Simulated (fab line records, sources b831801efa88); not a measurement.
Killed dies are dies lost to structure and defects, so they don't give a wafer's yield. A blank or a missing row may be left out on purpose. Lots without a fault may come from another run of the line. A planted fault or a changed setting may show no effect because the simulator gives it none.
fab line records | flow sky130
record lots=13 wafers=37 last_day=50
route steps=708 shown NWELL@81 VT_ADJUST_LVTN@115 SONOS_ONO@183 POLY_GATE@235 PAD_OPEN@708
lots that met no fault: from a run of the same line without faults
start_h: hours from the record's first day to the start of the lot's first wafer shown | wait_h: hours since the lot's step before | " the same as in the row above | L1.1+2: a row that stands for several wafers | - no value, or no start given | * or withheld: withheld | < > ~ a bound
route shown NAME@n: a module of which the file shows steps, and the number in the route of the first | usual: mean/standard deviation of fault-free wafers | same: alike in all rows | chamber/n: place in a boat | sites: the reading at each site | _std_site: their standard deviation | _edge_site: outer sites' mean less inner sites' | radius_mm: how far each site lies from the wafer's centre | mask NAME#n: copy n | behind: the tool/chamber that last shaped the wafer | hold: why the lot was held/for how many hours/how that ended | device: the transistor (n, p or np) that didn't switch | end of line: the same wafers' tests at the end of the route | a step without rows: its recipe alone | killed: dies lost to structure and defects at the first sort, not the wafer's yield | map: a wafer's dies, x killed, . not, _ none there
set.NAME: the setting as run; set.NAME@STEP: as run at that earlier step | model.NAME: the simulator's own value behind a step, which no gauge read
steps of the route over a sample of lots; a table a step, a row a wafer
services: from which hour (start_h, from the record's first day; less than 0 if before it) a tool's chamber was out of use, for how many hours, and why
## steps
# step SKY_NWELL_RTA_28
# recipe temp_c=1050 time_s=30 idle_temp_c=650 ramp_up_c_per_s=150 ramp_down_c_per_s=90 ambient=N2
# usual lamp_power_pct=25.31/0.047 wafer_temp_C_max=1054.8/0.92
# columns lot.wafer tool chamber start_h wait_h lamp_power_pct wafer_temp_C_max
L985.2 rtp_anneal-01 0 127.71 0.0 25.29 1053.7
L985.3 " 0 " " 25.29 1054.3
L985.4 " 0 " " 25.27 1055.3
L988.2 rtp_anneal-02 0 143.93 0.0 25.33 1053.6
L988.5 " 0 " " 25.30 1054.4
L988.6 " 0 " " 25.36 1055.0
L990.1 rtp_anneal-02 0 144.86 0.0 25.31 1055.9
L990.4 " 0 " " 25.23 1053.5
L990.6 " 0 " " 25.30 1054.5
L991.1 rtp_anneal-01 0 158.87 0.0 25.35 1054.5
L991.4 " 0 " " 25.31 1057.5
L991.6 " 0 " " 25.30 1054.5
L992.1 rtp_anneal-02 0 160.51 0.0 25.34 1055.5
L992.2 " 0 " " 25.23 1054.1
L992.4 " 0 " " 25.33 1054.3
L994.1 rtp_anneal-01 0 165.64 0.0 25.38 1053.8
L994.3 " 0 " " 25.28 1054.7
L994.5 " 0 " " 25.31 1054.6
L993.2 rtp_anneal-02 0 166.23 0.0 25.25 1055.6
L993.4 " 0 " " 25.36 1053.6
L993.5 " 0 " " 25.32 1054.8
L995.3 rtp_anneal-02 0 173.35 0.0 25.33 1054.9
L995.4 " 0 " " 25.31 1054.4
L995.5 " 0 " " 25.19 1054.3
L996.3 rtp_anneal-02 0 177.68 0.0 25.27 1053.8
L996.4 " 0 " " 25.33 1054.5
L996.5 " 0 " " 25.36 1055.3
L100.1 rtp_anneal-02 0 204.10 0.0 25.26 1055.6
L100.4 " 0 " " 25.33 1054.3
L100.5 " 0 " " 25.32 1053.2
L102.1 rtp_anneal-02 0 216.14 0.0 25.30 1053.6
L102.2 " 0 " " 25.36 1055.1
L104.2 rtp_anneal-02 0 223.72 0.0 25.26 1054.4
L104.5 " 0 " " 25.33 1054.7
L105.1 rtp_anneal-01 0 234.71 0.0 25.24 1054.1
L105.5 " 0 " " 25.27 1054.8
L105.6 " 0 " " 25.29 1054.5
# step SKY_VT_ADJUST_LVTN_OVL_MEAS_18
# usual VT_ADJUST_LVTN_01_OVL=-0.3/1.6
# columns lot.wafer tool chamber start_h wait_h VT_ADJUST_LVTN_01_OVL[nm]
L985.2 overlay-02 - 187.62 0.1 0.3
L985.3 " - " " 0.7
L985.4 " - " " -0.9
L988.2 overlay-02 - 208.07 0.1 0.7
L988.5 " - " " -1.1
L988.6 " - " " -1.0
L990.1 overlay-02 - 209.49 0.1 0.2
L990.4 " - " " -0.3
L990.6 " - " " 0.1
L991.1 overlay-01 - 222.61 0.1 -0.4
L991.4 " - " " -0.6
L991.6 " - " " -1.2
L992.1 overlay-02 - 225.46 0.1 0.4
L992.2 " - " " 0.2
L992.4 " - " " -1.2
L994.1 overlay-02 - 232.96 0.1 0.8
L994.3 " - " " 0.2
L994.5 " - " " 0.9
L993.2 overlay-02 - 233.27 0.1 -2.3
L993.4 " - " " -2.1
L993.5 " - " " -1.8
L995.3 overlay-02 - 239.98 0.1 2.3
L995.4 " - " " 2.6
L995.5 " - " " 0.7
L996.3 overlay-02 - 245.51 0.1 -0.3
L996.4 " - " " -1.2
L996.5 " - " " -0.2
L100.1 overlay-01 - 273.09 0.1 2.3
L100.4 " - " " 2.2
L100.5 " - " " 1.4
L102.1 overlay-01 - 287.16 0.1 -2.1
L102.2 " - " " -0.9
L104.2 overlay-02 - 296.27 0.1 1.4
L104.5 " - " " 0.8
L105.1 overlay-01 - 308.11 0.1 0.8
L105.5 " - " " 2.0
L105.6 " - " " 1.6
# step SKY_SONOS_ONO_ETCH_15
# recipe target_depth_nm=19.52 chemistry=CHF3/O2 source_w=600 bias_w=200 pressure_mtorr=40 chf3_flow_sccm=50 O2_flow_sccm=5 time_s=7.8
# usual chf3_flow_sccm=50.01/0.16 drypump_motor_current_A=5.7/0.38 oes_product_au=0.997/0.01 throttle_valve_pct=8.824/0.0085
# columns lot.wafer tool chamber start_h wait_h chf3_flow_sccm drypump_motor_current_A oes_product_au rf_hours_counter_h throttle_valve_pct
L985.2 rie_diel-01 2 315.93 0.0 50.02 5.9 1.012 116 8.829
L985.3 " 1 " " 50.16 6.2 0.995 12 8.830
L985.4 " 3 " " 50.18 5.7 1.004 1 8.833
L988.2 rie_diel-01 3 336.51 0.0 50.14 5.7 0.992 2 8.825
L988.5 " 3 " " 49.98 5.7 0.989 - 8.813
L988.6 " 2 " " 50.17 5.9 1.022 - 8.836
L990.1 rie_diel-02 3 338.68 0.0 49.99 5.2 0.981 98 8.823
L990.4 " 1 " " 50.02 6.5 0.988 3 8.819
L990.6 " 2 " " 49.94 5.1 0.984 - 8.817
L991.1 rie_diel-01 1 350.83 0.0 49.66 6.2 0.997 13 8.828
L991.4 " 3 " " 49.91 5.7 1.002 2 8.820
L991.6 " 1 " " 49.77 6.2 1.005 - 8.821
L992.1 rie_diel-04 0 357.38 0.0 49.89 5.8 1.000 12 8.829
L992.2 " 2 " " 49.94 5.6 0.974 6 8.825
L992.4 " 1 " " 50.12 6.1 0.994 2 8.814
L994.1 rie_diel-02 1 366.51 0.0 49.81 6.5 0.982 3 8.830
L994.3 " 3 " " 49.77 5.2 0.993 98 8.828
L994.5 " 2 " " 49.87 5.2 0.988 - 8.829
L993.2 rie_diel-01 1 366.58 0.0 50.00 6.2 1.012 13 8.809
L993.4 " 3 " " 49.79 5.8 1.007 - 8.834
L993.5 " 1 " " 50.04 6.2 1.006 - 8.835
L995.3 rie_diel-04 1 375.53 0.0 50.18 6.0 0.996 2 8.831
L995.4 " 0 " " 49.96 5.8 0.991 12 8.823
L995.5 " 2 " " 49.99 5.6 0.985 - 8.829
L996.3 rie_diel-01 1 381.97 0.0 50.02 6.2 0.986 13 8.815
L996.4 " 1 " " 49.97 6.2 0.984 - 8.824
L996.5 " 3 " " 50.21 5.7 0.988 - 8.826
L100.1 rie_diel-01 2 413.68 0.0 50.03 5.9 1.014 0 8.837
L100.4 " 3 " " 49.86 5.7 1.001 3 8.830
L100.5 " 1 " " 50.18 6.2 0.769 - 8.785
L102.1 rie_diel-01 0 433.27 0.0 50.15 5.4 1.005 5 8.833
L102.2 " 2 " " 50.13 6.0 0.774 1 8.779
L104.2 rie_diel-01 0 443.72 0.0 50.33 5.4 0.763 5 8.761
L104.5 " 0 " " 50.13 5.4 0.768 - 8.776
L105.1 rie_diel-02 0 458.37 0.0 49.85 5.4 1.002 49 8.834
L105.5 " 2 " " 50.16 5.2 0.996 - 8.838
L105.6 " 1 " " 49.89 6.4 0.985 - 8.805
# step SKY_POLY_GATE_THK_MEAS_21
# recipe reads=SiO2_of_POLY_GATE_OXIDATION_20
# usual POLY_GATE_OXIDATION_THK=4.00/0.088
# columns lot.wafer tool chamber start_h wait_h POLY_GATE_OXIDATION_THK[nm]
L985.2 film_metro-01 - 413.23 0.0 4.13
L985.3 " - " " 4.12
L985.4 " - " " 4.08
L990.1 film_metro-03 - 432.88 0.0 3.84
L990.4 " - " " 4.03
L990.6 " - " " 3.93
L988.2 film_metro-02 - 432.89 0.0 3.99
L988.5 " - " " 3.91
L988.6 " - " " 3.94
L991.1 film_metro-02 - 447.05 0.0 3.92
L991.4 " - " " 3.95
L991.6 " - " " 4.04
L992.1 film_metro-02 - 457.93 0.0 4.02
L992.2 " - " " 4.00
L992.4 " - " " 3.92
L994.1 film_metro-01 - 471.01 0.0 4.04
L994.3 " - " " 4.03
L994.5 " - " " 4.10
L993.2 film_metro-03 - 471.02 0.0 4.25
L993.4 " - " " 4.10
L993.5 " - " " 4.01
L995.3 film_metro-02 - 477.93 0.0 3.81
L995.4 " - " " 3.85
L995.5 " - " " 3.92
L996.3 film_metro-02 - 483.72 0.0 4.04
L996.4 " - " " 3.97
L996.5 " - " " 4.04
L100.1 film_metro-03 - 516.33 0.0 4.00
L100.4 " - " " 4.03
L100.5 " - " " 4.03
L102.1 film_metro-03 - 534.38 0.0 4.01
L102.2 " - " " 4.01
L104.2 film_metro-01 - 545.89 0.0 4.15
L104.5 " - " " 4.21
L105.1 film_metro-01 - 560.08 0.0 3.93
L105.5 " - " " 3.98
L105.6 " - " " 3.93
# step SKY_PAD_OPEN_PROBE_99
# usual killed_at_M0_to_M3=44/6.5 killed_at_M4_up=3.3/1.9 killed_at_contacts=24/5.3 killed_at_front_end=15/4.5 killed_at_other=0.3/0.58 killed_dies=87/9.3 killed_open=48/6.6 killed_short=39/6.1
# same gross_dies=492 killed_at_back_side=0
# columns lot.wafer tool chamber start_h wait_h killed_at_M0_to_M3 killed_at_M4_up killed_at_contacts killed_at_front_end killed_at_other killed_dies killed_open killed_short
L985.2 prober-01 - 1104.78 0.1 37 4 23 17 0 81 45 36
L985.3 prober-01 - 1104.83 0.2 37 2 27 11 0 77 49 28
L985.4 prober-01 - 1104.88 0.2 50 2 16 15 1 84 46 38
L990.1 prober-01 - 1115.79 0.1 40 3 24 18 0 85 46 39
L990.4 prober-01 - 1115.94 0.2 50 2 26 7 1 86 56 30
L990.6 prober-01 - 1116.04 0.2 40 5 29 13 0 87 47 40
L992.1 prober-02 - 1133.83 0.1 45 3 15 21 0 84 45 39
L992.2 prober-02 - 1133.88 0.1 35 0 22 17 0 74 42 32
L992.4 prober-02 - 1133.98 0.2 45 3 22 20 0 90 53 37
L994.1 prober-02 - 1143.13 0.1 45 5 24 11 0 85 43 42
L994.3 prober-02 - 1143.23 0.2 52 2 27 14 0 95 53 42
L994.5 prober-02 - 1143.33 0.2 40 5 35 14 1 95 50 45
L995.3 prober-01 - 1144.09 0.2 39 4 28 12 0 83 43 40
L995.4 prober-01 - 1144.14 0.2 48 3 21 11 1 84 40 44
L995.5 prober-01 - 1144.19 0.2 48 5 25 19 0 97 49 47
L996.3 prober-02 - 1148.78 0.2 47 2 20 20 0 89 51 38
L996.4 prober-02 - 1148.83 0.2 37 0 28 19 0 84 49 35
L996.5 prober-02 - 1148.88 0.2 37 1 17 10 1 66 34 32
L105.1 prober-01 - 1192.64 0.1 43 5 25 24 0 97 55 42
L105.5 prober-01 - 1192.84 0.2 40 1 34 14 0 89 54 35
L105.6 prober-01 - 1192.89 0.2 35 5 18 10 0 68 36 32
# killed by level:class
L985.2 VIA3:geometric_particle:open=9 CONTACT:geometric_particle:open=7 POLY_GATE:geometric_particle:short=6 LI_CONTACT:geometric_particle:open=6 VIA2:geometric_particle:short=5 LI_CONTACT:geometric_particle:short=5 VIA1:geometric_particle:open=5 VIA2:geometric_particle:open=5
L985.3 CONTACT:geometric_particle:open=15 VIA1:geometric_particle:open=10 LI_CONTACT:geometric_particle:open=7 VIA2:geometric_particle:open=6 VIA3:geometric_particle:open=4 METAL2:geometric_particle:short=4 FIELD_ISO:geometric_particle:short=3 CONTACT:geometric_particle:short=3
L985.4 VIA1:geometric_particle:open=13 VIA3:geometric_particle:open=9 LI_CONTACT:geometric_particle:open=7 METAL1:geometric_particle:short=7 FIELD_ISO:geometric_particle:short=5 CONTACT:geometric_particle:open=5 METAL2:geometric_particle:short=5 VIA1:geometric_particle:short=4
L990.1 VIA1:geometric_particle:open=9 VIA3:geometric_particle:open=8 CONTACT:geometric_particle:open=8 VIA2:geometric_particle:open=7 METAL1:geometric_particle:short=5 FIELD_ISO:geometric_particle:open=4 LI_CONTACT:geometric_particle:open=4 METAL2:geometric_particle:short=4
L990.4 VIA1:geometric_particle:open=16 VIA3:geometric_particle:open=9 LI_CONTACT:geometric_particle:open=7 CONTACT:geometric_particle:open=7 VIA2:geometric_particle:open=7 LI_CONTACT:geometric_particle:short=5 CONTACT:geometric_particle:short=4 VIA1:geometric_particle:short=4
L990.6 CONTACT:geometric_particle:short=10 VIA2:geometric_particle:open=10 VIA1:geometric_particle:open=8 LI_CONTACT:geometric_particle:open=6 CONTACT:geometric_particle:open=5 LOCAL_INTERCONNECT:geometric_particle:short=5 VIA2:geometric_particle:short=4 POLY_GATE:geometric_particle:open=3
L992.1 VIA1:geometric_particle:open=12 VIA2:geometric_particle:open=9 FIELD_ISO:geometric_particle:short=8 METAL2:geometric_particle:short=7 CONTACT:geometric_particle:short=6 CONTACT:geometric_particle:open=6 POLY_GATE:geometric_particle:short=4 VIA1:geometric_particle:short=4
L992.2 POLY_GATE:geometric_particle:open=8 CONTACT:geometric_particle:open=8 VIA2:geometric_particle:open=8 LI_CONTACT:geometric_particle:open=7 METAL1:geometric_particle:short=6 POLY_GATE:geometric_particle:short=5 VIA1:geometric_particle:open=4 METAL2:geometric_particle:short=4
L992.4 VIA1:geometric_particle:open=16 POLY_GATE:geometric_particle:open=6 LI_CONTACT:geometric_particle:open=6 VIA2:geometric_particle:open=6 FIELD_ISO:geometric_particle:short=5 POLY_GATE:geometric_particle:short=5 CONTACT:geometric_particle:open=5 METAL2:geometric_particle:short=5
L994.1 VIA1:geometric_particle:open=13 VIA3:geometric_particle:open=8 LI_CONTACT:geometric_particle:open=6 CONTACT:geometric_particle:open=6 METAL2:geometric_particle:short=6 LOCAL_INTERCONNECT:geometric_particle:short=5 CONTACT:geometric_particle:short=5 FIELD_ISO:geometric_particle:short=4
L994.3 VIA1:geometric_particle:open=12 METAL1:geometric_particle:short=10 LI_CONTACT:geometric_particle:open=8 CONTACT:geometric_particle:open=8 METAL3:geometric_particle:short=7 VIA3:geometric_particle:open=6 FIELD_ISO:geometric_particle:short=5 CONTACT:geometric_particle:short=5
L994.5 LI_CONTACT:geometric_particle:open=14 CONTACT:geometric_particle:open=11 METAL2:geometric_particle:short=9 VIA1:geometric_particle:open=7 VIA3:geometric_particle:open=6 METAL1:geometric_particle:short=6 FIELD_ISO:geometric_particle:short=5 FIELD_ISO:geometric_particle:open=4
L995.3 VIA1:geometric_particle:open=10 CONTACT:geometric_particle:short=10 VIA3:geometric_particle:open=10 LOCAL_INTERCONNECT:geometric_particle:short=9 VIA2:geometric_particle:open=6 POLY_GATE:geometric_particle:open=5 LI_CONTACT:geometric_particle:open=5 FIELD_ISO:geometric_particle:open=3
L995.4 VIA1:geometric_particle:open=13 VIA1:geometric_particle:short=7 CONTACT:geometric_particle:short=7 CONTACT:geometric_particle:open=6 METAL1:geometric_particle:short=6 VIA3:geometric_particle:open=4 METAL2:geometric_particle:short=4 FIELD_ISO:geometric_particle:open=3
L995.5 VIA1:geometric_particle:open=8 CONTACT:geometric_particle:open=7 VIA2:geometric_particle:open=7 FIELD_ISO:geometric_particle:short=6 METAL2:geometric_particle:short=6 VIA3:geometric_particle:open=6 SPACER:geometric_particle:open=5 LOCAL_INTERCONNECT:geometric_particle:short=5
L996.3 VIA1:geometric_particle:open=14 CONTACT:geometric_particle:open=12 FIELD_ISO:geometric_particle:short=8 VIA2:geometric_particle:open=7 FIELD_ISO:geometric_particle:open=6 POLY_GATE:geometric_particle:short=6 METAL1:geometric_particle:short=5 VIA1:geometric_particle:short=4
L996.4 CONTACT:geometric_particle:open=11 VIA1:geometric_particle:open=10 LI_CONTACT:geometric_particle:open=6 VIA3:geometric_particle:open=6 LOCAL_INTERCONNECT:geometric_particle:short=5 VIA1:geometric_particle:short=5 POLY_GATE:geometric_particle:open=4 POLY_GATE:geometric_particle:short=4
L996.5 VIA1:geometric_particle:open=7 CONTACT:geometric_particle:open=6 METAL2:geometric_particle:short=6 VIA2:geometric_particle:open=5 CONTACT:geometric_particle:short=4 METAL1:geometric_particle:short=4 VIA3:geometric_particle:open=4 FIELD_ISO:geometric_particle:short=3
L105.1 CONTACT:geometric_particle:open=16 VIA1:geometric_particle:open=10 VIA2:geometric_particle:open=8 POLY_GATE:geometric_particle:open=7 VIA3:geometric_particle:open=7 FIELD_ISO:geometric_particle:short=6 POLY_GATE:geometric_particle:short=6 METAL2:geometric_particle:short=6
L105.5 CONTACT:geometric_particle:open=15 VIA1:geometric_particle:open=10 LI_CONTACT:geometric_particle:open=9 VIA3:geometric_particle:open=6 METAL2:geometric_particle:short=6 METAL1:geometric_particle:short=5 VIA2:geometric_particle:open=5 POLY_GATE:geometric_particle:short=3
L105.6 VIA1:geometric_particle:open=10 CONTACT:geometric_particle:open=8 VIA1:geometric_particle:short=5 VIA2:geometric_particle:open=4 METAL4:geometric_particle:short=4 FIELD_ISO:geometric_particle:short=3 POLY_GATE:geometric_particle:open=3 LI_CONTACT:geometric_particle:open=3
## services
# columns tool chamber start_h hours kind
rie_diel-02 1 117.41 6.2 repair
rie_diel-02 3 125.34 4.3 repair
rie_diel-04 2 148.26 4.6 repair
rie_diel-01 0 169.15 - clean
rie_diel-01 0 169.15 22.4 scheduled_down
rie_diel-01 0 169.15 22.4 vent_cycle
rtp_anneal-01 - 171.39 53.1 pm
rie_diel-01 - 216.36 0.2 repair
rie_diel-01 3 224.53 - clean
rie_diel-01 3 224.53 18.8 scheduled_down
rie_diel-01 3 224.53 18.8 vent_cycle
rtp_anneal-01 - 240.81 3.4 pm
rie_diel-01 - 267.61 0.5 repair
rie_diel-04 - 286.47 2.8 pm
rie_diel-02 0 332.00 3.8 repair
rie_diel-01 - 339.07 1.2 repair
rie_diel-01 0 340.58 1.9 repair
rie_diel-01 2 362.65 2.6 repair
rie_diel-01 2 365.28 - clean
rie_diel-04 - 377.64 28.1 pm
rie_diel-02 1 386.06 4.2 repair
rie_diel-04 2 409.28 9.4 repair
rie_diel-02 0 426.61 6.6 repair
rtp_anneal-01 - 441.53 12.7 pm
## key
first_sign step=SKY_SONOS_ONO_ETCH_15 reading=oes_product_au direction=down sigmas=23 usual=0.997 struck=0.768
effect step=SKY_SONOS_ONO_ETCH_15 reading=throttle_valve_pct direction=down sigmas=5.7 usual=8.824 struck=8.775
met_at SKY_SONOS_ONO_ETCH_15
struck_lots L100,L102,L104
struck_wafers L100.5,L102.2,L104.2,L104.5
tester_left_out L100,L102,L104
not_acting_at SKY_NWELL_RTA_28,SKY_VT_ADJUST_LVTN_OVL_MEAS_18,SKY_POLY_GATE_THK_MEAS_21
onset_between 381.97 413.68
fault kind=process_parameter_drift tool=rie_diel-01 chamber=- onset_h=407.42 steps=SKY_SONOS_ONO_ETCH_15 channel=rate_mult offset=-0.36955 shape=step end_h=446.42 scope=struck_wafers_only
# tester_left_out: of these lots the tester's yield and bins aren't shown, on N5 and GAA mostly nor the transistor test; their killed dies are dies lost to structure and defects alone, not to doping, threshold or leakage, so they don't give the yield
